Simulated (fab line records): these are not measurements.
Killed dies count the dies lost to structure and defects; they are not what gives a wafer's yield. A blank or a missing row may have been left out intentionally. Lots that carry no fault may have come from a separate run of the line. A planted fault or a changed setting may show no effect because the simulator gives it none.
fab line records | flow gf180mcu
record: lots: 5 wafers: 15 lastDay: 34
route steps=602 shown LVPWELL@58 MVSD@66 MVPSD@78 VT_IMPLANT@90
lots with no fault: from the same line, run without faults
startH: the number of hours between the record's first day and the start of the first shown wafer of the lot | waitH: hours since the lot's step before | " same as the row above | L1.1+2: one row covering several wafers at once | - no value, or no start was given | * or withheld: withheld | < > ~ a bound
route shown NAME@n: a module of which the file shows steps, and the number in the route of the first | usual: mean/standard deviation taken from wafers without a fault | same: alike in all rows | chamber/n: place in a boat | sites: each site's reading | _std_site: the values' standard deviation | _edge_site: the outer-site mean with the inner-site mean subtracted | radiusMm: how far each site lies from the wafer's centre | mask NAME#n: copy n | behind: the last tool/chamber to shape the wafer | hold: reason for holding the lot/hours on hold/outcome of the hold | device: the n, p or np transistor that did not switch | end of line: at the end of the route, the tests of the same wafers | a step without rows: its recipe alone | killed: count of dies lost to structure and defects at first sort (not the wafer's yield) | map: shows each die of a wafer: x if killed, . if not, _ if none is there
set.NAME: the run value of the setting; set.NAME@STEP: its run value at that earlier step | model.NAME: the simulator's own value behind a step, which no gauge read
lots seen at some steps along the route; tables by step, rows by wafer
services: a tool's chamber out of use, with start hour (startH, from the record's first day; less than 0 if before it), hours out, and reason
== steps ==
step: GF_LVPWELL_EXPOSE_04
recipe: maskId: LVPWELL targetCdNm: 600 na: 0.6 sourceShape: conventional sigmaOuter: 0.6 doseMj: 260
step: GF_LVPWELL_PEB_05
recipe: tempC: 115 timeS: withheld
step: GF_LVPWELL_DEVELOP_06
recipe: wallAngleDeg: 90 developTimeS: 60 devTempC: 23
step: GF_LVPWELL_OVL_MEAS_07
usual: LVPWELL_OVL: -1.0/1.3
columns lot.wafer tool chamber startH waitH LVPWELL_OVL[nm]
L822.2 overlay-02 - 102.91 - -0.5
L822.3 " - " " -2.1
L822.6 " - " " -1.1
L831.1 overlay-02 - 151.96 - -1.7
L831.2 " - " " -1.0
L831.5 " - " " -1.5
L835.2 overlay-02 - 176.66 - -2.9
L835.3 " - " " -2.8
L835.5 " - " " -3.0
L836.3 overlay-02 - 182.97 - 1.1
L836.4 " - " " 1.2
L836.5 " - " " 0.8
L838.1 overlay-01 - 191.32 - -3.2
L838.4 " - " " -2.0
L838.5 " - " " -0.9
step: GF_LVPWELL_IMPLANT_08
recipe: species: B energyKev: 170 doseCm2: 1.5e+13 tiltDeg: 0
step: GF_LVPWELL_IMPLANT_09
recipe: species: B energyKev: 60 doseCm2: 5e+12 tiltDeg: 0
step: GF_LVPWELL_STRIP_10
recipe: chemistry: O2/N2 powerW: 1400 pressureMtorr: 1500 platenTempC: 250 o2FlowSccm: 3000 n2FlowSccm: 300 overashFraction: 0.5
usual: drypumpMotorCurrentA: 5.5/0.55 heaterPowerW: 360/85 oesProductAu: 0.723/0.0045 stripTimeToEndpointS: 37.00/0.099
columns lot.wafer tool chamber startH waitH drypumpMotorCurrentA heaterPowerW oesProductAu rfHoursCounterH stripTimeToEndpointS
L822.2 plasmaAsher-03 0 103.24 0.1 5.6 267 0.720 39 37.05
L822.3 " 0 " " 5.6 273 0.724 - 37.15
L822.6 " 1 " " 4.9 489 0.715 - 37.16
L831.1 plasmaAsher-04 1 152.29 0.1 6.4 354 0.722 36 37.02
L831.2 " 0 " " 4.7 345 0.716 36 37.17
L831.5 " 1 " " 6.4 357 0.719 - 37.09
L835.2 plasmaAsher-03 1 176.99 0.1 4.9 486 0.723 47 37.18
L835.3 " 1 " " 4.9 509 0.726 - 37.13
L835.5 " 1 " " 4.9 484 0.721 - 37.17
L836.3 plasmaAsher-04 1 183.33 0.1 6.4 363 0.721 - 37.13
L836.4 " 0 " " 4.7 339 0.726 - 37.02
L836.5 " 0 " " 4.7 337 0.719 - 36.93
L838.1 plasmaAsher-04 0 191.65 0.1 4.8 344 0.717 40 37.09
L838.4 " 0 " " 4.8 339 0.723 - 36.99
L838.5 " 0 " " 4.7 340 0.716 - 37.01
step: GF_LVPWELL_TW_MEAS_11
usual: LVPWELL_TW: 556/4.6
columns lot.wafer tool chamber startH waitH LVPWELL_TW
L822.2 filmMetro-04 - 103.35 0.1 559
L822.3 " - " " 557
L822.6 " - " " 556
L831.1 filmMetro-03 - 152.39 0.1 561
L831.2 " - " " 562
L831.5 " - " " 559
L835.2 filmMetro-01 - 177.10 0.1 552
L835.3 " - " " 552
L835.5 " - " " 549
L836.3 filmMetro-04 - 183.41 0.1 559
L836.4 " - " " 556
L836.5 " - " " 558
L838.1 filmMetro-03 - 191.75 0.1 559
L838.4 " - " " 558
L838.5 " - " " 561
step: GF_MVSD_DEHYDRATE_00
recipe: tempC: 200 timeS: 60
step: GF_MVSD_HMDS_01
recipe: primeTimeS: 60 primeTempC: 120
step: GF_MVSD_COAT_02
recipe: spinRpm: 1968 resistThkNm: 3000
step: GF_MVSD_SOFTBAKE_03
recipe: tempC: 110 timeS: withheld
step: GF_MVSD_EXPOSE_04
recipe: maskId: MVSD targetCdNm: 1000 na: 0.6 sourceShape: conventional sigmaOuter: 0.6 doseMj: 260
usual: focusOffsetNm: -0.1/0.53
same: na: 0.6
columns lot.wafer tool chamber startH waitH mask focusOffsetNm
L822.2 ilineStepper-02 0 110.90 - MVPSD#0 -1.1
L822.3 " 0 " " MVPSD#0 0.0
L822.6 " 0 " " MVPSD#0 0.3
L831.1 ilineStepper-02 0 160.52 - MVSD#0 0.0
L831.2 " 0 " " MVSD#0 -0.8
L831.5 " 0 " " MVSD#0 1.2
L835.2 ilineStepper-01 0 185.21 - MVSD#0 -0.5
L835.3 " 0 " " MVSD#0 -0.1
L835.5 " 0 " " MVSD#0 -0.2
L836.3 ilineStepper-02 0 191.61 - MVSD#0 0.3
L836.4 " 0 " " MVSD#0 1.2
L836.5 " 0 " " MVSD#0 0.5
L838.1 ilineStepper-01 0 200.39 - MVSD#0 -0.6
L838.4 " 0 " " MVSD#0 -1.1
L838.5 " 0 " " MVSD#0 -1.0
step: GF_MVSD_PEB_05
recipe: tempC: 115 timeS: withheld
step: GF_MVSD_DEVELOP_06
recipe: wallAngleDeg: 90 developTimeS: 60 devTempC: 23
step: GF_MVSD_OVL_MEAS_07
usual: MVSD_OVL: 0.0/1.3
columns lot.wafer tool chamber startH waitH MVSD_OVL[nm]
L822.2 overlay-02 - 117.82 - -
L822.3 " - " " -
L822.6 " - " " -
L831.1 overlay-01 - 167.76 - 0.2
L831.2 " - " " -1.5
L831.5 " - " " -0.7
L835.2 overlay-01 - 193.76 - 2.7
L835.3 " - " " 1.8
L835.5 " - " " 1.6
L836.3 overlay-01 - 199.63 - 0.6
L836.4 " - " " -0.4
L836.5 " - " " 0.1
L838.1 overlay-01 - 209.02 - -0.7
L838.4 " - " " -0.6
L838.5 " - " " -0.8
step: GF_MVSD_IMPLANT_08
recipe: species: P energyKev: 400 doseCm2: 1.6e+13 tiltDeg: 0
step: GF_MVSD_IMPLANT_09
recipe: species: P energyKev: 100 doseCm2: 5e+12 tiltDeg: 0
step: GF_MVSD_STRIP_10
recipe: chemistry: O2/N2 powerW: 1400 pressureMtorr: 1500 platenTempC: 250 o2FlowSccm: 3000 n2FlowSccm: 300 overashFraction: 0.5
usual: drypumpMotorCurrentA: 5.5/0.53 heaterPowerW: 355/74 oesProductAu: 0.724/0.0046 stripTimeToEndpointS: 37.28/0.12
columns lot.wafer tool chamber startH waitH drypumpMotorCurrentA heaterPowerW oesProductAu rfHoursCounterH stripTimeToEndpointS
L822.2 plasmaAsher-04 0 118.15 0.1 4.8 343 0.717 33 37.17
L822.3 " 0 " " 4.7 335 0.724 - 37.26
L822.6 " 1 " " 6.4 359 0.725 - 37.21
L831.1 plasmaAsher-01 0 168.09 0.1 5.7 345 0.722 57 37.39
L831.2 " 1 " " 5.6 317 0.725 57 37.35
L831.5 " 0 " " 5.7 344 0.725 - 37.37
L835.2 plasmaAsher-04 1 194.09 0.1 6.4 358 0.729 40 37.43
L835.3 " 1 " " 6.4 351 0.722 - 37.38
L835.5 " 0 " " 4.8 337 0.715 - 37.35
L836.3 plasmaAsher-01 0 199.99 0.1 5.7 343 0.719 - 37.33
L836.4 " 1 " " 5.6 309 0.728 - 37.28
L836.5 " 1 " " 5.6 306 0.720 - 37.23
L838.1 plasmaAsher-03 1 209.35 0.1 4.9 473 0.723 51 37.38
L838.4 " 1 " " 4.9 476 0.722 - 37.36
L838.5 " 1 " " 4.9 477 0.728 - 37.39
step: GF_MVSD_TW_MEAS_11
usual: MVSD_TW: 1568/12
columns lot.wafer tool chamber startH waitH MVSD_TW
L822.2 filmMetro-01 - 118.26 0.1 30
L822.3 " - " " 29
L822.6 " - " " 30
L831.1 filmMetro-03 - 168.19 0.1 1583
L831.2 " - " " 1584
L831.5 " - " " 1580
L835.2 filmMetro-01 - 194.20 0.1 1562
L835.3 " - " " 1562
L835.5 " - " " 1560
L836.3 filmMetro-01 - 200.07 0.1 1570
L836.4 " - " " 1574
L836.5 " - " " 1564
L838.1 filmMetro-01 - 209.45 0.1 1565
L838.4 " - " " 1568
L838.5 " - " " 1568
step: GF_MVPSD_DEHYDRATE_00
recipe: tempC: 200 timeS: 60
step: GF_MVPSD_HMDS_01
recipe: primeTimeS: 60 primeTempC: 120
step: GF_MVPSD_COAT_02
recipe: spinRpm: 2000 resistThkNm: 3000
step: GF_MVPSD_SOFTBAKE_03
recipe: tempC: 110 timeS: withheld
step: GF_MVPSD_EXPOSE_04
recipe: maskId: MVPSD targetCdNm: 1000 na: 0.6 sourceShape: conventional sigmaOuter: 0.6 doseMj: 260
step: GF_MVPSD_PEB_05
recipe: tempC: 115 timeS: withheld
step: GF_MVPSD_DEVELOP_06
recipe: wallAngleDeg: 90 developTimeS: 60 devTempC: 23
step: GF_MVPSD_OVL_MEAS_07
usual: MVPSD_OVL: -1.2/1.3
columns lot.wafer tool chamber startH waitH MVPSD_OVL[nm]
L822.2 overlay-01 - 132.11 - -0.9
L822.3 " - " " -0.4
L822.6 " - " " -1.5
L831.1 overlay-01 - 184.71 - -1.7
L831.2 " - " " -3.0
L831.5 " - " " -3.3
L835.2 overlay-01 - 211.11 - -3.8
L835.3 " - " " -1.6
L835.5 " - " " -2.8
L836.3 overlay-01 - 217.51 - -2.1
L836.4 " - " " -2.1
L836.5 " - " " -1.8
L838.1 overlay-02 - 227.20 - 0.2
L838.4 " - " " -0.6
L838.5 " - " " 1.1
step: GF_MVPSD_IMPLANT_08
recipe: species: B energyKev: 170 doseCm2: 1.5e+13 tiltDeg: 0
step: GF_MVPSD_IMPLANT_09
recipe: species: B energyKev: 40 doseCm2: 5e+12 tiltDeg: 0
step: GF_MVPSD_STRIP_10
recipe: chemistry: O2/N2 powerW: 1400 pressureMtorr: 1500 platenTempC: 250 o2FlowSccm: 3000 n2FlowSccm: 300 overashFraction: 0.5
usual: drypumpMotorCurrentA: 5.5/0.35 heaterPowerW: 344/71 oesProductAu: 0.722/0.0042 stripTimeToEndpointS: 36.97/0.076
columns lot.wafer tool chamber startH waitH drypumpMotorCurrentA heaterPowerW oesProductAu rfHoursCounterH stripTimeToEndpointS
L822.2 plasmaAsher-03 0 132.44 0.1 5.6 271 0.729 43 37.04
L822.3 " 0 " " 5.7 277 0.722 - 37.02
L822.6 " 1 " " 4.9 493 0.725 - 36.95
L831.1 plasmaAsher-01 1 185.04 0.1 5.6 309 0.728 59 37.04
L831.2 " 0 " " 5.7 341 0.722 59 37.00
L831.5 " 0 " " 5.7 334 0.720 - 36.93
L835.2 plasmaAsher-01 1 211.44 0.1 5.6 307 0.720 61 37.02
L835.3 " 0 " " 5.7 338 0.732 - 36.94
L835.5 " 1 " " 5.5 316 0.722 - 36.96
L836.3 plasmaAsher-03 0 217.87 0.1 5.6 273 0.726 - 36.91
L836.4 " 1 " " 4.9 478 0.728 - 36.81
L836.5 " 1 " " 4.9 484 0.728 - 36.83
L838.1 plasmaAsher-02 1 227.53 0.1 5.2 393 0.721 12 37.05
L838.4 " 0 " " 6.2 274 0.718 - 36.93
L838.5 " 0 " " 6.2 278 0.714 - 37.09
step: GF_MVPSD_TW_MEAS_11
usual: MVPSD_TW: 550/4.1
columns lot.wafer tool chamber startH waitH MVPSD_TW
L822.2 filmMetro-01 - 132.55 0.1 1580
L822.3 " - " " 1582
L822.6 " - " " 1575
L831.1 filmMetro-04 - 185.14 0.1 552
L831.2 " - " " 553
L831.5 " - " " 551
L835.2 filmMetro-03 - 211.55 0.1 555
L835.3 " - " " 555
L835.5 " - " " 557
L836.3 filmMetro-03 - 217.96 0.1 553
L836.4 " - " " 553
L836.5 " - " " 553
L838.1 filmMetro-01 - 227.63 0.1 544
L838.4 " - " " 546
L838.5 " - " " 545
step: GF_VT_IMPLANT_DEHYDRATE_00
recipe: tempC: 200 timeS: 60
== services ==
columns tool chamber startH hours kind
plasmaAsher-02 - 108.82 9.0 pm
plasmaAsher-02 0 108.82 9.0 ventCycle
plasmaAsher-02 1 108.82 9.0 ventCycle
plasmaAsher-02 0 117.82 - clean
plasmaAsher-02 1 117.82 - clean
plasmaAsher-04 - 141.68 6.3 repair
ilineStepper-01 - 187.05 1.7 pm
plasmaAsher-02 - 207.03 1.1 repair
ilineStepper-02 - 211.64 1.7 pm
== key ==
firstSign: step: GF_MVSD_EXPOSE_04 reading: mask direction: changed
effect: step: GF_MVSD_OVL_MEAS_07 reading: MVSD_OVL direction: missing
effect: step: GF_MVSD_TW_MEAS_11 reading: MVSD_TW direction: down sigmas: 99+ usual: 1568 struck: 30
effect: step: GF_MVPSD_TW_MEAS_11 reading: MVPSD_TW direction: up sigmas: 99+ usual: 550 struck: 1579
metAt GF_MVSD_EXPOSE_04
struckWafers L822.2,L822.3,L822.6
sortLeftOut L822.2,L822.3,L822.6
testerLeftOut L822
fault: kind: wrongMask tool: any chamber: - onsetH: 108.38 steps: GF_MVSD_EXPOSE_04 auxCopy: MVPSD#0 scope: struckLotsOnly
testerLeftOut: of these lots the tester's yield and bins aren't shown, on N5 and GAA mostly nor the transistor test; their killed dies are dies lost to structure and defects alone, not to doping, threshold or leakage, so they don't give the yield
sortLeftOut: the simulated sort isn't trusted on such a fault, so these wafers' sort isn't shown, and their yield isn't known
